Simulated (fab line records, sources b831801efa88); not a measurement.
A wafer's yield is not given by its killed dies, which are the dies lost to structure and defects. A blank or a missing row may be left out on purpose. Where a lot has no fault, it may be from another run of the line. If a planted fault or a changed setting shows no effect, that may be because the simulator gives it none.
fab line records	flow sky130
[record] lots = 10	wafers = 30	last_day = 50
route steps=708 shown VIA1@474 METAL2@502 VIA2@510 PAD_OPEN@708
lots untouched by any fault: they come from a run of this same line in which no faults occurred
start_h: hours from the record's opening day to when the first of the lot's shown wafers began	wait_h: hours from the lot's prior step to this one	" repeats the value in the row above	L1.1+2: a single row standing in for several wafers	- value missing, or start not given	* or withheld: withheld	< > ~ a bound
route shown NAME@n: names a module that has steps shown in the file, with the first one's number in the route	usual: mean/standard deviation of fault-free wafers	same: alike in all rows	chamber/n: place in a boat	sites: each site's reading	_std_site: the standard deviation of these	_edge_site: mean of outer sites minus mean of inner sites	radius_mm: how far each site lies from the wafer's centre	mask NAME#n: copy n	behind: tool/chamber where the wafer was last shaped	hold: the reason the lot was held/the length of the hold in hours/how it ended	device: which transistor (n, p or np) failed to switch	end of line: the same wafers' tests at the end of the route	for a step that has no rows: nothing shown but its recipe	killed: dies that structure and defects cost at the first sort, which is not the same as the wafer's yield	map: dies across one wafer; x = killed, . = not, _ = none there
set.NAME: setting as actually run; set.NAME@STEP: the setting as run at that earlier step	model.NAME: the simulator's own value behind a step, which no gauge read
route steps across a sampled set of lots; one table per step, one row per wafer
services: from which hour (start_h, from the record's first day; less than 0 if before it) a tool's chamber was out of use, for how many hours, and why
[[steps]]
[step SKY_VIA1_STRIP_16]
[recipe] chemistry = O2/N2	power_w = 1400	pressure_mtorr = 1500	platen_temp_c = withheld	o2_flow_sccm = 3000	n2_flow_sccm = 300	overash_fraction = 0.5
[usual] drypump_motor_current_A = 5.6/0.56	o2_flow_sccm = 3000/7.9	oes_product_au = 0.415/0.0044	strip_time_to_endpoint_s = 4.445/0.029
lot.wafer	tool	chamber	start_h	wait_h	drypump_motor_current_A	o2_flow_sccm	oes_product_au	rf_hours_counter_h	strip_time_to_endpoint_s
L991.2	plasma_asher-02	1	787.50	0.0	5.4	2983	0.423	100	4.482
L991.3	"	1	"	"	5.4	2989	0.413	-	4.472
L991.6	"	1	"	"	5.3	3001	0.411	-	4.461
L990.1	plasma_asher-03	1	787.64	0.0	4.9	3004	0.415	36	4.458
L990.5	"	1	"	"	4.9	3003	0.411	-	4.415
L990.6	"	0	"	"	5.8	3006	0.419	-	4.432
L992.1	plasma_asher-03	0	827.74	0.0	5.8	2992	0.412	41	4.473
L992.4	"	1	"	"	5.0	2993	0.421	-	4.500
L992.5	"	0	"	"	5.8	3003	0.425	-	4.504
L993.1	plasma_asher-02	0	828.00	0.0	6.8	3005	0.414	104	4.455
L993.2	"	1	"	"	5.3	2992	0.422	104	4.406
L993.4	"	0	"	"	6.8	2999	0.417	-	4.466
L994.1	plasma_asher-03	1	906.25	0.0	4.9	3005	0.415	50	4.479
L994.2	"	0	"	"	5.8	2998	0.419	50	4.465
L994.4	"	1	"	"	4.9	3005	0.411	-	4.421
L102.1	plasma_asher-01	1	913.15	0.0	5.6	2985	0.416	69	4.391
L102.3	"	0	"	"	5.3	3018	0.410	-	4.435
L102.4	"	1	"	"	5.6	2994	0.423	-	4.439
L107.1	plasma_asher-03	0	918.94	0.0	5.8	3001	0.416	52	4.468
L107.2	"	1	"	"	5.0	3003	0.411	52	4.473
L107.4	"	1	"	"	4.9	2992	0.413	-	4.419
L110.1	plasma_asher-03	0	931.25	0.0	5.8	3005	0.424	53	4.484
L110.3	"	0	"	"	5.8	3005	0.416	-	4.471
L110.6	"	1	"	"	4.9	2995	0.415	-	4.453
L111.1	plasma_asher-01	1	933.84	0.0	5.6	3007	0.412	71	4.380
L111.4	"	0	"	"	5.3	3000	0.419	-	4.393
L111.5	"	1	"	"	5.6	3008	0.414	-	4.423
L113.3	plasma_asher-03	1	959.09	0.1	4.9	2993	0.421	-	4.473
L113.4	"	0	"	"	5.8	2985	0.414	-	4.446
L113.6	"	0	"	"	5.8	2995	0.420	-	4.419
[step SKY_VIA1_CVD_21]
[recipe] material = W	target_thk_nm = 270	time_s = 80.902	temp_c = 400	pressure_torr = 40
[usual] heater_power_w = 735/45
lot.wafer	tool	chamber	start_h	wait_h	heater_power_w
L991.2	cvd_w-02	0	788.16	0.0	732
L991.3	"	1	"	"	901
L991.6	"	1	"	"	890
L990.1	cvd_w-01	0	788.30	0.0	695
L990.5	"	0	"	"	697
L990.6	"	1	"	"	743
L992.1	cvd_w-02	1	828.44	0.0	872
L992.4	"	0	"	"	754
L992.5	"	1	"	"	884
L993.1	cvd_w-01	1	828.70	0.0	738
L993.2	"	0	"	"	701
L993.4	"	0	"	"	698
L994.1	cvd_w-01	1	909.32	2.4	729
L994.2	"	0	"	"	672
L994.4	"	0	"	"	694
L102.1	cvd_w-01	1	913.91	0.1	753
L102.3	"	0	"	"	705
L102.4	"	1	"	"	738
L107.1	cvd_w-01	1	919.61	0.0	770
L107.2	"	0	"	"	698
L107.4	"	1	"	"	740
L110.1	cvd_w-01	1	931.90	0.0	773
L110.3	"	0	"	"	681
L110.6	"	0	"	"	713
L111.1	cvd_w-02	1	934.50	0.0	837
L111.4	"	1	"	"	848
L111.5	"	1	"	"	814
L113.3	cvd_w-01	1	959.80	0.1	738
L113.4	"	0	"	"	694
L113.6	"	1	"	"	758
[step SKY_METAL2_METAL_ETCH_19]
[recipe] target_depth_a = 3600	stop_on = SiO2	over_etch_frac = 0.3	time_s = 78	chemistry = Cl2/BCl3	resist_sidewall_deg = 88	pressure_mtorr = 10	icp_w = 900	bias_w = 48.5	Cl2_flow_sccm = 60	bcl3_flow_sccm = 30
[usual] drypump_motor_current_A = 5.8/0.43	oes_product_au = 0.854/0.0062	throttle_valve_pct = 22.264/0.01
lot.wafer	tool	chamber	start_h	wait_h	drypump_motor_current_A	oes_product_au	rf_hours_counter_h	throttle_valve_pct
L991.2	rie_metal-03	1	815.59	0.0	5.6	0.861	16	22.260
L991.3	"	0	"	"	6.3	0.855	-	22.262
L991.6	"	1	"	"	5.6	0.856	-	22.276
L990.1	rie_metal-04	0	815.70	0.0	5.8	0.854	4	22.269
L990.5	"	0	"	"	5.8	0.855	-	22.277
L990.6	"	1	"	"	5.2	0.845	-	22.266
L992.1	rie_metal-04	1	855.16	0.0	5.2	0.847	8	22.246
L992.4	"	0	"	"	5.9	0.845	-	22.252
L992.5	"	1	"	"	5.2	0.851	-	22.265
L993.1	rie_metal-03	1	855.64	0.0	5.6	0.862	18	22.256
L993.2	"	0	"	"	6.3	0.854	2	22.275
L993.4	"	1	"	"	5.6	0.860	-	22.271
L994.1	rie_metal-04	1	934.20	0.0	5.3	0.856	11	22.249
L994.2	"	0	"	"	5.8	0.855	10	22.270
L994.4	"	0	"	"	5.9	0.853	-	22.254
L102.1	rie_metal-03	1	939.95	0.1	5.6	0.852	2	22.266
L102.3	"	1	"	"	5.6	0.858	-	22.254
L102.4	"	1	"	"	5.6	0.845	-	22.257
L107.1	rie_metal-04	1	944.85	0.0	5.2	0.851	12	22.265
L107.2	"	0	"	"	5.9	0.844	11	22.262
L107.4	"	1	"	"	5.2	0.857	-	22.263
L110.1	rie_metal-02	0	957.74	0.0	6.5	0.854	11	22.252
L110.3	"	0	"	"	6.5	0.849	-	22.268
L110.6	"	1	"	"	5.3	0.851	-	22.278
L111.1	rie_metal-04	0	959.88	0.0	5.8	0.850	12	22.273
L111.4	"	1	"	"	5.2	0.863	-	22.266
L111.5	"	0	"	"	5.8	0.859	-	22.261
L113.3	rie_metal-02	0	983.87	0.1	6.5	0.860	-	22.277
L113.4	"	1	"	"	5.3	0.855	-	22.270
L113.6	"	0	"	"	6.5	0.857	-	22.278
[step SKY_METAL2_STRIP_20]
[recipe] chemistry = O2/N2	power_w = 1400	pressure_mtorr = 1500	platen_temp_c = withheld	o2_flow_sccm = 3000	n2_flow_sccm = 300	overash_fraction = 0.5
[usual] drypump_motor_current_A = 5.8/0.66	o2_flow_sccm = 3000/9.4	oes_product_au = 0.343/0.0055	strip_time_to_endpoint_s = 2.70/0.067
lot.wafer	tool	chamber	start_h	wait_h	drypump_motor_current_A	o2_flow_sccm	oes_product_au	rf_hours_counter_h	strip_time_to_endpoint_s
L991.2	plasma_asher-03	0	815.68	0.1	5.8	3001	0.343	39	2.73
L991.3	"	0	"	"	5.8	3000	0.353	-	2.70
L991.6	"	1	"	"	4.9	3009	0.346	-	2.76
L990.1	plasma_asher-04	1	815.79	0.1	6.4	2990	0.344	7	2.63
L990.5	"	1	"	"	6.4	2984	0.344	-	2.63
L990.6	"	0	"	"	5.2	3013	0.342	-	2.70
L992.1	plasma_asher-03	1	855.25	0.1	4.9	3011	0.351	44	2.75
L992.4	"	1	"	"	4.9	2997	0.336	-	2.65
L992.5	"	0	"	"	5.8	2982	0.340	-	2.75
L993.1	plasma_asher-02	0	855.73	0.1	6.8	2993	0.339	108	2.70
L993.2	"	1	"	"	5.3	2995	0.335	108	2.72
L993.4	"	1	"	"	5.4	3008	0.343	-	2.72
L994.1	plasma_asher-04	1	934.29	0.1	6.5	2990	0.349	20	2.76
L994.2	"	0	"	"	5.3	2999	0.346	20	2.71
L994.4	"	1	"	"	6.5	2990	0.347	-	2.72
L102.1	plasma_asher-02	1	940.13	0.1	5.3	3007	0.348	117	2.75
L102.3	"	0	"	"	6.8	3002	0.311	-	1.87
L102.4	"	1	"	"	5.3	2998	0.341	-	2.72
L107.1	plasma_asher-02	1	944.94	0.1	5.4	2994	0.348	117	2.77
L107.2	"	0	"	"	6.8	3007	0.336	117	2.68
L107.4	"	0	"	"	6.7	3025	0.343	-	2.69
L110.1	plasma_asher-03	1	957.83	0.1	5.0	3015	0.344	56	2.71
L110.3	"	0	"	"	5.8	3022	0.351	-	2.76
L110.6	"	1	"	"	4.9	3001	0.338	-	2.59
L111.1	plasma_asher-03	1	959.97	0.1	4.9	3006	0.345	56	2.74
L111.4	"	1	"	"	5.0	2993	0.351	-	2.79
L111.5	"	1	"	"	4.9	3018	0.350	-	2.74
L113.3	plasma_asher-02	1	983.97	0.1	5.4	3007	0.345	-	2.74
L113.4	"	0	"	"	6.8	2992	0.337	-	2.55
L113.6	"	0	"	"	6.7	2995	0.348	-	2.72
[step SKY_VIA2_BOW_MEAS_03]
[recipe] mode = bow
[usual] VIA2_BOW = 86/7.7
lot.wafer	tool	chamber	start_h	wait_h	VIA2_BOW[um]
L991.2	film_metro-01	-	816.78	0.1	77
L991.3	"	-	"	"	85
L991.6	"	-	"	"	73
L990.1	film_metro-03	-	816.98	0.1	84
L990.5	"	-	"	"	82
L990.6	"	-	"	"	95
L992.1	film_metro-01	-	856.33	0.2	84
L992.4	"	-	"	"	89
L992.5	"	-	"	"	82
L993.1	film_metro-02	-	856.81	0.2	80
L993.2	"	-	"	"	91
L993.4	"	-	"	"	76
L994.1	film_metro-03	-	935.37	0.1	80
L994.2	"	-	"	"	76
L994.4	"	-	"	"	94
L102.1	film_metro-03	-	941.20	0.1	86
L102.3	"	-	"	"	61
L102.4	"	-	"	"	89
L107.1	film_metro-02	-	946.02	0.2	81
L107.2	"	-	"	"	74
L107.4	"	-	"	"	88
L110.1	film_metro-03	-	958.92	0.2	80
L110.3	"	-	"	"	82
L110.6	"	-	"	"	91
L111.1	film_metro-01	-	961.06	0.2	84
L111.4	"	-	"	"	84
L111.5	"	-	"	"	86
L113.3	film_metro-03	-	985.05	0.1	86
L113.4	"	-	"	"	82
L113.6	"	-	"	"	94
[step SKY_PAD_OPEN_PROBE_99]
[usual] defect_limited_yield = 82.8/2	killed_at_M0_to_M3 = 42/7.3	killed_at_M4_up = 3.4/2	killed_at_contacts = 24/5.8	killed_at_front_end = 15/4.6	killed_at_other = 0.3/0.62	killed_dies = 84/9.8	killed_open = 47/6.9	killed_short = 38/6.3	sort_bin_3_pad_short = 0.8/0.38	sort_bin_5_function = 10.2/1.5	sort_bin_6_memory = 6.2/1.1	sort_n_pass = 408/9.8	sort_yield_pct = 82.8/2
[same] gross_dies = 492	killed_at_back_side = 0	sort_bin_4_leakage[%] = 0	sort_bin_8_speed[%] = 0
lot.wafer	tool	chamber	start_h	wait_h	defect_limited_yield[%]	killed_at_M0_to_M3	killed_at_M4_up	killed_at_contacts	killed_at_front_end	killed_at_other	killed_dies	killed_open	killed_short	sort_bin_3_pad_short[%]	sort_bin_5_function[%]	sort_bin_6_memory[%]	sort_n_pass	sort_yield_pct[%]
L991.2	prober-02	-	1064.25	0.1	81.3	57	1	24	9	1	92	53	39	1.0	9.6	8.1	400	81.3
L991.3	prober-02	-	1064.30	0.2	83.5	43	3	16	18	1	81	40	41	0.6	8.9	6.9	411	83.5
L991.6	prober-02	-	1064.45	0.2	84.6	37	3	26	10	0	76	41	35	1.0	8.1	6.3	416	84.6
L990.1	prober-01	-	1067.76	0.1	84.6	34	2	19	21	0	76	39	37	0.4	9.6	5.5	416	84.6
L990.5	prober-01	-	1067.96	0.2	78.9	51	4	33	16	0	104	48	56	1.6	13.6	5.9	388	78.9
L990.6	prober-01	-	1068.01	0.2	86.6	34	3	15	14	0	66	32	34	0.4	7.9	5.1	426	86.6
L992.1	prober-02	-	1098.91	0.1	83.5	42	0	22	17	0	81	43	38	0.6	11.0	4.9	411	83.5
L992.4	prober-02	-	1099.06	0.2	81.9	43	2	30	13	1	89	52	37	1.2	8.9	7.9	403	81.9
L992.5	prober-02	-	1099.11	0.2	83.1	44	3	20	16	0	83	48	35	0.8	10.2	5.9	409	83.1
L993.1	prober-01	-	1102.26	0.1	78.7	56	3	29	17	0	105	59	46	1.0	14.4	5.9	387	78.7
L993.2	prober-01	-	1102.31	0.1	82.3	46	7	25	9	0	87	53	34	1.4	10.8	5.5	405	82.3
L993.4	prober-01	-	1102.41	0.2	85.6	33	1	22	15	0	71	34	37	0.4	8.5	5.5	421	85.6
L994.1	prober-02	-	1165.20	0.1	82.3	45	4	24	14	0	87	52	35	1.0	10.6	6.1	405	82.3
L994.2	prober-02	-	1165.25	0.1	83.7	44	3	12	21	0	80	46	34	0.4	8.3	7.5	412	83.7
L994.4	prober-02	-	1165.35	0.2	85.2	40	0	19	14	0	73	42	31	0.6	8.3	5.9	419	85.2
L102.1	prober-01	-	1170.37	0.1	82.3	40	8	25	13	1	87	47	40	0.6	11.4	5.7	405	82.3
L102.3	prober-01	-	1170.47	0.2	85.0	34	2	25	13	0	74	47	27	0.6	8.7	5.7	418	85.0
L102.4	prober-01	-	1170.52	0.2	84.3	32	2	34	9	0	77	49	28	0.6	10.6	4.5	415	84.3
L107.1	prober-01	-	1175.57	0.1	78.9	54	4	28	18	0	104	57	47	1.6	13.0	6.5	388	78.9
L107.2	prober-01	-	1175.62	0.1	80.5	44	4	29	19	0	96	52	44	1.6	11.6	6.3	396	80.5
L107.4	prober-01	-	1175.72	0.2	82.5	39	1	26	20	0	86	47	39	0	11.0	6.5	406	82.5
L110.1	prober-01	-	1181.82	0.1	85.8	27	5	28	10	0	70	34	36	0.6	7.5	6.1	422	85.8
L110.3	prober-01	-	1181.92	0.2	84.1	43	0	23	12	0	78	40	38	1.0	8.5	6.3	414	84.1
L110.6	prober-01	-	1182.07	0.2	81.7	43	4	30	13	0	90	56	34	0.6	10.6	7.1	402	81.7
L111.1	prober-02	-	1183.23	0.1	81.7	47	10	21	12	0	90	48	42	0.6	12.4	5.3	402	81.7
L111.4	prober-02	-	1183.38	0.2	84.8	43	7	16	9	0	75	51	24	0.4	11.4	3.5	417	84.8
L111.5	prober-02	-	1183.43	0.2	81.1	58	7	21	7	0	93	51	42	0.6	11.8	6.5	399	81.1
L113.3	prober-02	-	1199.36	0.2	81.5	38	3	33	17	0	91	47	44	1.2	11.6	5.7	401	81.5
L113.4	prober-02	-	1199.41	0.2	83.5	42	4	24	11	0	81	42	39	0.4	9.1	6.9	411	83.5
L113.6	prober-02	-	1199.51	0.2	84.1	37	2	28	11	0	78	45	33	0.4	10.4	5.1	414	84.1
// killed by level:class
L991.2 VIA3:geometric_particle:open=13 METAL1:geometric_particle:short=11 LI_CONTACT:geometric_particle:open=10 VIA1:geometric_particle:open=8 VIA2:geometric_particle:open=8 CONTACT:geometric_particle:short=5 LI_CONTACT:geometric_particle:short=4 METAL2:geometric_particle:short=4
L991.3 VIA1:geometric_particle:open=8 VIA3:geometric_particle:open=8 FIELD_ISO:geometric_particle:short=7 METAL2:geometric_particle:short=7 VIA2:geometric_particle:open=5 SPACER:geometric_particle:open=4 CONTACT:geometric_particle:short=4 VIA3:geometric_particle:short=4
L991.6 CONTACT:geometric_particle:open=10 LI_CONTACT:geometric_particle:open=7 METAL2:geometric_particle:short=7 VIA1:geometric_particle:open=7 VIA2:geometric_particle:open=6 FIELD_ISO:geometric_particle:short=4 VIA3:geometric_particle:open=4 VIA3:geometric_particle:short=4
L990.1 FIELD_ISO:geometric_particle:short=9 FIELD_ISO:geometric_particle:open=7 METAL1:geometric_particle:short=7 VIA1:geometric_particle:open=7 LI_CONTACT:geometric_particle:short=5 CONTACT:geometric_particle:open=5 VIA2:geometric_particle:open=5 LI_CONTACT:geometric_particle:open=4
L990.5 VIA3:geometric_particle:open=10 METAL1:geometric_particle:short=10 CONTACT:geometric_particle:open=9 VIA1:geometric_particle:open=8 METAL2:geometric_particle:short=8 LI_CONTACT:geometric_particle:open=7 LI_CONTACT:geometric_particle:short=7 POLY_GATE:geometric_particle:short=6
L990.6 VIA1:geometric_particle:open=7 POLY_GATE:geometric_particle:short=5 VIA2:geometric_particle:open=5 METAL2:geometric_particle:short=5 FIELD_ISO:geometric_particle:open=4 LOCAL_INTERCONNECT:geometric_particle:short=4 LI_CONTACT:geometric_particle:short=3 LI_CONTACT:geometric_particle:open=3
L992.1 VIA1:geometric_particle:open=10 METAL2:geometric_particle:short=9 CONTACT:geometric_particle:open=8 METAL1:geometric_particle:short=8 FIELD_ISO:geometric_particle:open=6 LI_CONTACT:geometric_particle:open=6 VIA3:geometric_particle:short=4 FIELD_ISO:geometric_particle:short=3
L992.4 CONTACT:geometric_particle:open=13 VIA1:geometric_particle:open=12 METAL2:geometric_particle:short=8 CONTACT:geometric_particle:short=7 VIA2:geometric_particle:open=6 LI_CONTACT:geometric_particle:open=5 POLY_GATE:geometric_particle:open=4 METAL1:geometric_particle:short=4
L992.5 LI_CONTACT:geometric_particle:open=10 FIELD_ISO:geometric_particle:open=9 VIA1:geometric_particle:open=9 CONTACT:geometric_particle:open=6 VIA2:geometric_particle:open=6 METAL1:geometric_particle:short=6 METAL2:geometric_particle:short=6 VIA2:geometric_particle:short=4
L993.1 CONTACT:geometric_particle:open=15 METAL1:geometric_particle:short=11 VIA1:geometric_particle:open=11 VIA2:geometric_particle:open=9 LI_CONTACT:geometric_particle:open=7 FIELD_ISO:geometric_particle:short=6 METAL2:geometric_particle:short=6 VIA3:geometric_particle:open=5
L993.2 VIA1:geometric_particle:open=13 CONTACT:geometric_particle:open=12 VIA3:geometric_particle:open=8 LI_CONTACT:geometric_particle:open=7 METAL4:geometric_particle:short=6 METAL1:geometric_particle:short=5 METAL3:geometric_particle:short=5 VIA2:geometric_particle:open=4
L993.4 CONTACT:geometric_particle:open=10 METAL1:geometric_particle:short=8 FIELD_ISO:geometric_particle:short=6 VIA1:geometric_particle:open=6 POLY_GATE:geometric_particle:short=4 LI_CONTACT:geometric_particle:open=4 VIA3:geometric_particle:open=4 LOCAL_INTERCONNECT:geometric_particle:short=3
L994.1 VIA1:geometric_particle:open=10 CONTACT:geometric_particle:open=8 METAL1:geometric_particle:short=8 VIA3:geometric_particle:open=7 LI_CONTACT:geometric_particle:open=6 VIA2:geometric_particle:open=6 FIELD_ISO:geometric_particle:open=5 VIA1:geometric_particle:short=5
L994.2 VIA1:geometric_particle:open=14 FIELD_ISO:geometric_particle:short=7 METAL3:geometric_particle:short=7 CONTACT:geometric_particle:open=6 VIA2:geometric_particle:open=6 VIA3:geometric_particle:open=5 POLY_GATE:geometric_particle:open=4 FIELD_ISO:geometric_particle:open=3
L994.4 CONTACT:geometric_particle:open=10 VIA3:geometric_particle:open=9 VIA3:geometric_particle:short=8 VIA1:geometric_particle:open=8 POLY_GATE:geometric_particle:open=5 VIA2:geometric_particle:open=5 METAL1:geometric_particle:short=4 CONTACT:geometric_particle:short=4
L102.1 VIA1:geometric_particle:open=11 LOCAL_INTERCONNECT:geometric_particle:short=7 CONTACT:geometric_particle:open=7 CONTACT:geometric_particle:short=6 FIELD_ISO:geometric_particle:open=4 POLY_GATE:geometric_particle:open=4 VIA1:geometric_particle:short=4 VIA2:geometric_particle:open=4
L102.3 VIA2:geometric_particle:open=11 CONTACT:geometric_particle:open=9 VIA1:geometric_particle:open=7 CONTACT:geometric_particle:short=6 LI_CONTACT:geometric_particle:open=5 POLY_GATE:geometric_particle:open=4 VIA3:geometric_particle:open=4 FIELD_ISO:geometric_particle:open=3
L102.4 LI_CONTACT:geometric_particle:open=14 VIA1:geometric_particle:open=14 CONTACT:geometric_particle:short=7 CONTACT:geometric_particle:open=5 METAL3:geometric_particle:short=4 SPACER:geometric_particle:short=3 LI_CONTACT:geometric_particle:short=3 LOCAL_INTERCONNECT:geometric_particle:open=3
L107.1 CONTACT:geometric_particle:open=11 LI_CONTACT:geometric_particle:open=10 METAL1:geometric_particle:short=10 VIA1:geometric_particle:open=10 VIA3:geometric_particle:open=9 VIA2:geometric_particle:open=5 METAL2:geometric_particle:short=5 METAL4:geometric_particle:short=4
L107.2 CONTACT:geometric_particle:open=12 VIA3:geometric_particle:open=10 VIA1:geometric_particle:open=9 POLY_GATE:geometric_particle:short=7 CONTACT:geometric_particle:short=6 VIA1:geometric_particle:short=6 METAL2:geometric_particle:short=6 FIELD_ISO:geometric_particle:open=5
L107.4 VIA1:geometric_particle:open=9 CONTACT:geometric_particle:open=8 POLY_GATE:geometric_particle:open=6 METAL2:geometric_particle:short=6 VIA2:geometric_particle:open=6 FIELD_ISO:geometric_particle:open=5 LOCAL_INTERCONNECT:geometric_particle:short=5 CONTACT:geometric_particle:short=4
L110.1 LI_CONTACT:geometric_particle:open=13 METAL1:geometric_particle:short=8 CONTACT:geometric_particle:open=6 CONTACT:geometric_particle:short=4 VIA2:geometric_particle:open=4 METAL4:geometric_particle:short=4 POLY_GATE:geometric_particle:short=3 LI_CONTACT:geometric_particle:short=3
L110.3 METAL1:geometric_particle:short=10 VIA1:geometric_particle:short=8 LI_CONTACT:geometric_particle:open=8 VIA3:geometric_particle:open=8 VIA1:geometric_particle:open=6 CONTACT:geometric_particle:open=6 CONTACT:geometric_particle:short=5 POLY_GATE:geometric_particle:open=4
L110.6 VIA1:geometric_particle:open=13 LI_CONTACT:geometric_particle:open=11 CONTACT:geometric_particle:open=11 METAL2:geometric_particle:short=8 VIA3:geometric_particle:open=6 VIA2:geometric_particle:open=5 FIELD_ISO:geometric_particle:short=4 LOCAL_INTERCONNECT:geometric_particle:short=4
L111.1 VIA1:geometric_particle:open=13 VIA3:geometric_particle:open=9 METAL4:geometric_particle:short=8 LI_CONTACT:geometric_particle:open=6 METAL2:geometric_particle:short=5 CONTACT:geometric_particle:open=5 METAL1:geometric_particle:short=5 VIA2:geometric_particle:open=5
L111.4 VIA1:geometric_particle:open=13 VIA2:geometric_particle:open=10 VIA3:geometric_particle:open=7 LI_CONTACT:geometric_particle:open=5 CONTACT:geometric_particle:open=5 FIELD_ISO:geometric_particle:open=4 CONTACT:geometric_particle:short=4 METAL2:geometric_particle:short=4
L111.5 VIA1:geometric_particle:short=10 VIA3:geometric_particle:open=9 VIA1:geometric_particle:open=7 VIA2:geometric_particle:open=7 LI_CONTACT:geometric_particle:open=6 METAL1:geometric_particle:short=6 CONTACT:geometric_particle:open=6 METAL2:geometric_particle:short=6
L113.3 CONTACT:geometric_particle:open=12 VIA1:geometric_particle:open=9 LI_CONTACT:geometric_particle:open=8 VIA1:geometric_particle:short=6 CONTACT:geometric_particle:short=6 VIA3:geometric_particle:open=6 FIELD_ISO:geometric_particle:short=4 VIA2:geometric_particle:short=4
L113.4 VIA1:geometric_particle:open=11 LI_CONTACT:geometric_particle:open=6 CONTACT:geometric_particle:short=6 VIA3:geometric_particle:open=6 LI_CONTACT:geometric_particle:short=5 VIA2:geometric_particle:open=5 CONTACT:geometric_particle:open=5 METAL1:geometric_particle:short=5
L113.6 CONTACT:geometric_particle:open=11 LI_CONTACT:geometric_particle:open=8 METAL2:geometric_particle:short=7 METAL1:geometric_particle:short=7 VIA2:geometric_particle:open=7 VIA1:geometric_particle:open=6 VIA3:geometric_particle:open=4 POLY_GATE:geometric_particle:short=3
[[services]]
tool	chamber	start_h	hours	kind
cvd_w-01	1	769.64	14.5	repair
rie_metal-03	0	794.85	-	clean
rie_metal-03	0	794.85	17.7	scheduled_down
rie_metal-03	0	794.85	17.7	vent_cycle
plasma_asher-01	-	820.06	63.2	repair
rie_metal-02	0	842.74	2.6	repair
rie_metal-02	-	844.66	14.6	pm
cvd_w-01	0	850.59	3.9	repair
cvd_w-01	-	855.16	2.8	pm
rie_metal-02	0	866.58	8.9	repair
rie_metal-04	1	870.82	19.7	repair
rie_metal-03	1	873.21	-	clean
rie_metal-03	1	873.21	20.8	scheduled_down
rie_metal-03	1	873.21	20.8	vent_cycle
plasma_asher-02	-	880.89	1.8	repair
cvd_w-01	-	902.20	6.9	pm
cvd_w-02	-	904.00	14.0	pm
cvd_w-02	-	918.00	4.3	pm
plasma_asher-02	-	924.88	1.4	repair
plasma_asher-04	-	925.19	4.8	repair
rie_metal-03	0	938.67	11.0	repair
plasma_asher-01	-	946.84	2.0	repair
plasma_asher-01	-	978.56	2.8	pm
plasma_asher-03	-	980.89	3.3	repair
[[key]]
[first_sign] step = SKY_METAL2_STRIP_20	reading = strip_time_to_endpoint_s	direction = down	sigmas = 12	usual = *	struck = *
[effect] step = SKY_METAL2_STRIP_20	reading = oes_product_au	direction = down	sigmas = 5.9	usual = 0.343	struck = 0.311
met_at SKY_METAL2_METAL_ETCH_19
struck_lots L102
struck_wafers L102.3
not_acting_at SKY_VIA1_STRIP_16,SKY_VIA1_CVD_21,SKY_VIA2_BOW_MEAS_03
onset_between 855.64 939.95
[fault] kind = process_parameter_drift	tool = rie_metal-03	chamber = -	onset_h = 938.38	steps = SKY_METAL2_METAL_ETCH_19	channel = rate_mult	offset = 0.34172	shape = step	end_h = 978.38	scope = struck_wafers_only
